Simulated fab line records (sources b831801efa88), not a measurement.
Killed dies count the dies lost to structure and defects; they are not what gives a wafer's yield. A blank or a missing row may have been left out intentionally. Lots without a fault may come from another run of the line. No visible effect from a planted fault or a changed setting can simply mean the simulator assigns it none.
fab line records | flow sky130
record lots=12 wafers=36 lastDay=50
route steps=708 shown CONTACT@420 METAL1@453 VIA1@470 PAD_OPEN@708
lots with no fault: from the same line, run without faults
startH: hours from the record's opening day to when the first of the lot's shown wafers began | waitH: hours elapsed since this lot's preceding step | " same as the row above | L1.1+2: a single row standing in for several wafers | - value missing, or start not given | * or withheld: withheld | < > ~ a bound
route shown NAME@n: a module of which the file shows steps, and the number in the route of the first | usual: average and standard deviation across the fault-free wafers | same: alike in all rows | chamber/n: place in a boat | sites: the reading at each site | _std_site: standard deviation across them | _edge_site: outer sites' mean less inner sites' | radiusMm: for every site, how far away it sits from the centre of the wafer | mask NAME#n: copy n | behind: the most recent tool/chamber to have shaped the wafer | hold: why the lot went on hold/how many hours it stayed there/how the hold came to an end | device: the transistor (n, p or np) that didn't switch | end of line: tests run on the same wafers once the route is complete | a step with no rows: only its recipe | killed: not the wafer's yield, but the dies lost to structure and defects at the first sort | map: shows each die of a wafer: x if killed, . if not, _ if none is there
set.NAME: the setting as run; set.NAME@STEP: as run at that earlier step | model.NAME: the simulator's own value behind a step, which no gauge read
the route's steps for a sample of lots (tables are steps, rows are wafers)
services: from which hour (startH, from the record's first day; less than 0 if before it) a tool's chamber was out of use, for how many hours, and why
## steps
# step SKY_CONTACT_CD_MEAS_14
# recipe targetCdNm=170
# usual cdNm=169.5/1.6
# columns lot.wafer tool chamber startH waitH cdNm
L130.1 cdSem-01 - 739.91 - 171.0
L130.3 " - " " 170.0
L130.6 " - " " 172.5
L131.1 cdSem-02 - 745.10 - 170.0
L131.4 " - " " 170.3
L131.5 " - " " 169.1
L134.1 cdSem-02 - 763.46 - 168.0
L134.3 " - " " 166.4
L134.6 " - " " 167.7
L133.1 cdSem-02 - 766.41 - 168.9
L133.4 " - " " 170.6
L133.6 " - " " 169.5
L135.1 cdSem-02 - 784.46 - 169.7
L135.4 " - " " 167.9
L135.6 " - " " 168.0
L136.1 cdSem-02 - 786.61 - 167.4
L136.2 " - " " 166.8
L136.6 " - " " 167.3
L137.1 cdSem-02 - 796.73 - 169.1
L137.4 " - " " 171.0
L137.5 " - " " 169.1
L143.1 cdSem-01 - 839.83 - 170.7
L143.2 " - " " 168.7
L143.3 " - " " 168.7
L147.2 cdSem-01 - 870.00 - 168.9
L147.4 " - " " 167.8
L147.6 " - " " 168.6
L148.1 cdSem-01 - 883.03 - 168.5
L148.4 " - " " 168.7
L148.5 " - " " 169.4
L153.1 cdSem-01 - 911.60 - 171.9
L153.4 " - " " 170.5
L153.5 " - " " 172.6
L152.1 cdSem-01 - 914.86 - 170.3
L152.2 " - " " 171.3
L152.3 " - " " 170.6
# step SKY_CONTACT_THK_MEAS_26
# recipe thkMeasGauge=xrf reads=W_of_CONTACT_CVD_24
# usual CONTACT_W_THK=346/6.6
# columns lot.wafer tool chamber startH waitH CONTACT_W_THK[nm]
L130.1 filmMetro-01 - 741.09 0.1 342
L130.3 " - " " 344
L130.6 " - " " 352
L131.1 filmMetro-01 - 746.29 0.1 346
L131.4 " - " " 342
L131.5 " - " " 345
L134.1 filmMetro-02 - 764.66 0.1 354
L134.3 " - " " 352
L134.6 " - " " 349
L133.1 filmMetro-02 - 767.59 0.1 346
L133.4 " - " " 350
L133.6 " - " " 345
L135.1 filmMetro-02 - 785.66 0.1 343
L135.4 " - " " 345
L135.6 " - " " 343
L136.1 filmMetro-02 - 787.78 0.1 347
L136.2 " - " " 340
L136.6 " - " " 346
L137.1 filmMetro-01 - 797.95 0.1 334
L137.4 " - " " 337
L137.5 " - " " 333
L143.1 filmMetro-01 - 841.44 0.1 349
L143.2 " - " " 346
L143.3 " - " " 352
L147.2 filmMetro-02 - 871.16 0.1 353
L147.4 " - " " 352
L147.6 " - " " 353
L148.1 filmMetro-02 - 884.20 0.1 356
L148.4 " - " " 354
L148.5 " - " " 351
L153.1 filmMetro-01 - 912.80 0.1 339
L153.4 " - " " 344
L153.5 " - " " 340
L152.1 filmMetro-01 - 916.03 0.1 344
L152.2 " - " " 344
L152.3 " - " " 342
# step SKY_METAL1_METAL_ETCH_19
# recipe targetDepthA=3600 stopOn=SiO2 overEtchFrac=0.3 timeS=78 chemistry=Cl2/BCl3 resistSidewallDeg=88 pressureMtorr=10 icpW=900 biasW=48.5 Cl2_flow_sccm=60 bcl3FlowSccm=30
# usual bcl3FlowSccm=30.01/0.085 drypumpMotorCurrentA=5.5/0.52 oesProductAu=0.854/0.0055 overEtchFrac=0.3/0 throttleValvePct=22.265/0.0097
# columns lot.wafer tool chamber startH waitH bcl3FlowSccm drypumpMotorCurrentA oesProductAu overEtchFrac rfHoursCounterH throttleValvePct
L130.1 rieMetal-03 0 769.05 0.0 30.10 5.4 0.856 0.3 16 22.260
L130.3 " 0 " " 30.11 5.4 0.848 0.3 - 22.262
L130.6 " 0 " " 30.16 5.4 0.854 0.3 - 22.265
L131.1 rieMetal-02 0 774.13 0.0 30.06 5.1 0.857 0.3 0 22.294
L131.4 " 1 " " 29.97 4.9 0.859 0.3 - 22.266
L131.5 " 0 " " 29.91 5.1 0.854 0.3 - 22.282
L134.1 rieMetal-02 0 792.30 0.0 29.88 5.1 0.849 0.3 0 22.274
L134.3 " 1 " " 29.95 4.9 0.858 0.3 - 22.271
L134.6 " 1 " " 29.94 4.9 0.847 0.3 - 22.272
L133.1 rieMetal-03 1 796.39 0.0 30.08 6.1 0.846 0.3 7 22.243
L133.4 " 0 " " 30.07 5.4 0.853 0.3 - 22.263
L133.6 " 0 " " 30.03 5.4 0.856 0.3 - 22.267
L135.1 rieMetal-02 1 812.98 0.0 29.90 4.9 0.850 0.3 3 22.272
L135.4 " 1 " " 29.87 4.9 0.843 0.3 - 22.259
L135.6 " 0 " " 30.01 5.1 0.858 0.3 - 22.265
L136.1 rieMetal-04 0 815.29 0.0 29.95 6.2 0.852 0.3 2 22.256
L136.2 " 1 " " 30.02 4.9 0.852 0.3 12 22.282
L136.6 " 0 " " 30.05 6.2 0.854 0.3 - 22.271
L137.1 rieMetal-03 0 825.24 0.0 29.99 5.4 0.846 0.3 1 22.259
L137.4 " 0 " " 29.79 5.4 0.855 0.3 - 22.256
L137.5 " 0 " " 30.01 5.4 0.845 0.3 - 22.259
L143.1 rieMetal-04 0 867.55 0.0 30.00 6.2 0.853 0.3 4 22.264
L143.2 " 1 " " 30.11 4.9 0.861 0.3 15 22.262
L143.3 " 1 " " 30.14 4.9 0.867 0.3 - 22.266
L147.2 rieMetal-02 1 898.43 0.0 30.19 4.9 0.856 0.3 6 22.278
L147.4 " 1 " " 30.05 4.9 0.854 0.3 - 22.271
L147.6 " 1 " " 30.10 4.9 0.847 0.3 - 22.275
L148.1 rieMetal-04 1 910.69 0.0 30.02 4.9 0.857 0.3 17 22.284
L148.4 " 0 " " 30.00 6.2 0.859 0.3 - 22.263
L148.5 " 1 " " 29.93 4.9 0.854 0.3 - 22.263
L153.1 rieMetal-03 1 938.98 0.0 29.90 6.1 0.854 0.3 10 22.255
L153.4 " 0 " " 30.05 5.4 0.859 0.28069 - 22.261
L153.5 " 1 " " 29.82 6.1 0.855 0.3 - 22.269
L152.1 rieMetal-03 1 941.95 0.0 30.17 6.1 0.847 0.3 10 22.266
L152.2 " 0 " " 30.00 5.4 0.854 0.28069 8 22.264
L152.3 " 1 " " 30.02 6.1 0.860 0.3 - 22.259
# step SKY_VIA1_CD_MEAS_12
# recipe targetCdNm=150
# usual cdNm=149.8/1.8
# columns lot.wafer tool chamber startH waitH cdNm
L130.1 cdSem-02 - 797.14 - 152.6
L130.3 " - " " 151.6
L130.6 " - " " 150.7
L131.1 cdSem-01 - 801.50 - 149.1
L131.4 " - " " 148.4
L131.5 " - " " 148.1
L134.1 cdSem-02 - 820.14 - 151.7
L134.3 " - " " 149.4
L134.6 " - " " 148.7
L133.1 cdSem-01 - 824.34 - 152.2
L133.4 " - " " 151.0
L133.6 " - " " 151.9
L135.1 cdSem-02 - 840.66 - 147.5
L135.4 " - " " 147.7
L135.6 " - " " 149.2
L136.1 cdSem-02 - 842.40 - 149.8
L136.2 " - " " 149.4
L136.6 " - " " 152.0
L137.1 cdSem-02 - 853.10 - 149.5
L137.4 " - " " 151.2
L137.5 " - " " 149.3
L143.1 cdSem-01 - 894.95 - 149.8
L143.2 " - " " 148.9
L143.3 " - " " 150.3
L147.2 cdSem-02 - 924.63 - 153.3
L147.4 " - " " 153.4
L147.6 " - " " 152.6
L148.1 cdSem-01 - 936.64 - 150.7
L148.4 " - " " 149.8
L148.5 " - " " 151.1
L153.1 cdSem-02 - 964.80 - 151.0
L153.4 " - " " 151.7
L153.5 " - " " 150.5
L152.1 cdSem-02 - 967.90 - 148.5
L152.2 " - " " 146.9
L152.3 " - " " 147.5
# step SKY_PAD_OPEN_PROBE_99
# usual defectLimitedYield=82.4/1.9 killed_at_M0_to_M3=43/6.7 killed_at_M4_up=3.1/1.9 killedAtContacts=25/5 killedAtFrontEnd=15/4 killedAtOther=0.4/0.69 killedDies=87/9.2 killedOpen=46/7.1 killedShort=40/6.8 sort_bin_3_pad_short=0.9/0.48 sort_bin_5_function=10.3/1.5 sort_bin_6_memory=6.4/1.2 sortNPass=405/9.2 sortYieldPct=82.4/1.9
# same grossDies=492 killedAtBackSide=0 sort_bin_4_leakage[%]=0 sort_bin_8_speed[%]=0
# columns lot.wafer tool chamber startH waitH defectLimitedYield[%] killed_at_M0_to_M3 killed_at_M4_up killedAtContacts killedAtFrontEnd killedAtOther killedDies killedOpen killedShort sort_bin_3_pad_short[%] sort_bin_5_function[%] sort_bin_6_memory[%] sortNPass sortYieldPct[%]
L133.1 prober-01 - 1101.79 0.1 82.1 42 6 28 12 0 88 43 45 1.0 9.6 7.3 404 82.1
L133.4 prober-01 - 1101.94 0.2 82.9 36 5 24 17 2 84 46 38 1.0 8.3 7.7 408 82.9
L133.6 prober-01 - 1102.04 0.2 85.0 34 3 25 12 0 74 37 35 1.2 7.5 6.3 418 85.0
L135.1 prober-02 - 1116.12 0.1 83.3 48 1 19 14 0 82 41 41 1.2 10.6 4.9 410 83.3
L135.4 prober-02 - 1116.27 0.2 80.3 48 2 30 17 0 97 52 45 0 11.8 7.9 395 80.3
L135.6 prober-02 - 1116.37 0.2 80.5 51 2 24 19 0 96 48 48 1.6 13.2 4.7 396 80.5
L147.2 prober-01 - 1175.62 0.1 79.1 58 5 29 11 0 103 55 48 1.8 12.6 6.5 389 79.1
L147.4 prober-01 - 1175.72 0.2 80.1 49 5 26 17 1 98 39 59 1.2 12.0 6.7 394 80.1
L147.6 prober-01 - 1175.82 0.2 84.8 47 3 17 8 0 75 43 32 0.6 10.2 4.5 417 84.8
L148.1 prober-01 - 1183.97 0.1 83.5 38 0 32 11 0 81 53 26 0.4 9.1 6.9 411 83.5
L148.4 prober-01 - 1184.12 0.2 81.3 45 4 30 13 0 92 43 48 0.6 14.2 3.9 400 81.3
L148.5 prober-01 - 1184.17 0.2 85.0 37 1 25 10 1 74 45 29 1.2 8.5 5.3 418 85.0
# killed by level:class
L133.1 CONTACT:geometricParticle:open=10 LI_CONTACT:geometricParticle:open=9 VIA1:geometricParticle:open=8 METAL2:geometricParticle:short=7 METAL1:geometricParticle:short=6 VIA1:geometricParticle:short=5 METAL4:geometricParticle:short=5 LOCAL_INTERCONNECT:geometricParticle:short=4
L133.4 CONTACT:geometricParticle:open=10 VIA1:geometricParticle:short=7 FIELD_ISO:geometricParticle:short=6 VIA1:geometricParticle:open=6 METAL2:geometricParticle:short=6 FIELD_ISO:geometricParticle:open=5 LI_CONTACT:geometricParticle:open=5 LOCAL_INTERCONNECT:geometricParticle:short=5
L133.6 CONTACT:geometricParticle:open=10 METAL1:geometricParticle:short=7 VIA1:geometricParticle:open=7 LI_CONTACT:geometricParticle:short=5 VIA3:geometricParticle:open=5 LOCAL_INTERCONNECT:geometricParticle:short=4 POLY_GATE:geometricParticle:short=3 CONTACT:geometricParticle:short=3
L135.1 VIA2:geometricParticle:short=8 LI_CONTACT:geometricParticle:open=8 METAL1:geometricParticle:short=8 VIA2:geometricParticle:open=7 VIA3:geometricParticle:open=7 VIA1:geometricParticle:open=7 METAL2:geometricParticle:short=5 POLY_GATE:geometricParticle:short=4
L135.4 VIA1:geometricParticle:open=14 LI_CONTACT:geometricParticle:open=10 CONTACT:geometricParticle:open=9 CONTACT:geometricParticle:short=8 VIA1:geometricParticle:short=7 METAL2:geometricParticle:short=7 VIA2:geometricParticle:open=7 FIELD_ISO:geometricParticle:short=6
L135.6 VIA3:geometricParticle:open=10 METAL1:geometricParticle:short=9 VIA1:geometricParticle:open=8 CONTACT:geometricParticle:open=7 CONTACT:geometricParticle:short=7 METAL2:geometricParticle:short=7 VIA2:geometricParticle:open=6 LI_CONTACT:geometricParticle:open=5
L147.2 CONTACT:geometricParticle:open=12 VIA1:geometricParticle:short=11 VIA1:geometricParticle:open=10 VIA3:geometricParticle:open=8 LI_CONTACT:geometricParticle:open=7 METAL2:geometricParticle:short=7 VIA2:geometricParticle:open=7 CONTACT:geometricParticle:short=6
L147.4 VIA1:geometricParticle:open=12 METAL2:geometricParticle:short=9 LI_CONTACT:geometricParticle:open=8 CONTACT:geometricParticle:open=8 FIELD_ISO:geometricParticle:short=6 POLY_GATE:geometricParticle:short=6 VIA1:geometricParticle:short=6 VIA2:geometricParticle:open=5
L147.6 VIA3:geometricParticle:open=8 VIA2:geometricParticle:open=8 VIA1:geometricParticle:open=7 METAL1:geometricParticle:short=6 CONTACT:geometricParticle:open=5 VIA1:geometricParticle:short=4 LI_CONTACT:geometricParticle:open=4 METAL2:geometricParticle:open=4
L148.1 VIA1:geometricParticle:open=13 LI_CONTACT:geometricParticle:open=12 CONTACT:geometricParticle:open=10 VIA3:geometricParticle:open=6 METAL1:geometricParticle:short=6 CONTACT:geometricParticle:short=5 VIA2:geometricParticle:open=5 FIELD_ISO:geometricParticle:short=4
L148.4 LI_CONTACT:geometricParticle:open=9 VIA1:geometricParticle:open=8 VIA3:geometricParticle:open=8 METAL2:geometricParticle:short=8 CONTACT:geometricParticle:open=7 CONTACT:geometricParticle:short=5 SPACER:geometricParticle:short=4 LOCAL_INTERCONNECT:geometricParticle:short=4
L148.5 CONTACT:geometricParticle:open=11 VIA3:geometricParticle:open=10 METAL1:geometricParticle:short=8 LI_CONTACT:geometricParticle:open=7 VIA2:geometricParticle:open=5 FIELD_ISO:geometricParticle:open=4 CONTACT:geometricParticle:short=4 METAL2:geometricParticle:short=4
## services
# columns tool chamber startH hours kind
rieMetal-04 - 745.14 1.1 repair
rieMetal-02 0 748.08 - clean
rieMetal-02 0 748.08 20.3 scheduledDown
rieMetal-02 0 748.08 20.3 ventCycle
rieMetal-03 1 757.71 6.5 repair
rieMetal-03 0 769.14 - clean
rieMetal-03 0 769.14 18.2 scheduledDown
rieMetal-03 0 769.14 18.2 ventCycle
rieMetal-03 0 804.55 1.2 repair
rieMetal-03 1 859.70 55.5 repair
## key
firstSign step=SKY_METAL1_METAL_ETCH_19 reading=overEtchFrac direction=down sigmas=99+ usual=0.3 struck=0.28069
effect none on later readings
metAt SKY_METAL1_METAL_ETCH_19
struckLots L152,L153
struckWafers L152.2,L153.4
notActingAt SKY_CONTACT_CD_MEAS_14,SKY_CONTACT_THK_MEAS_26,SKY_VIA1_CD_MEAS_12
onsetBetween 825.24 938.98
fault kind=processParameterDrift tool=rieMetal-03 chamber=0 onsetH=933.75 steps=SKY_METAL1_METAL_ETCH_19 channel=overEtchFrac offset=-0.019305 shape=step endH=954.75 actsIn=theseRecipesOnly stated=0.3
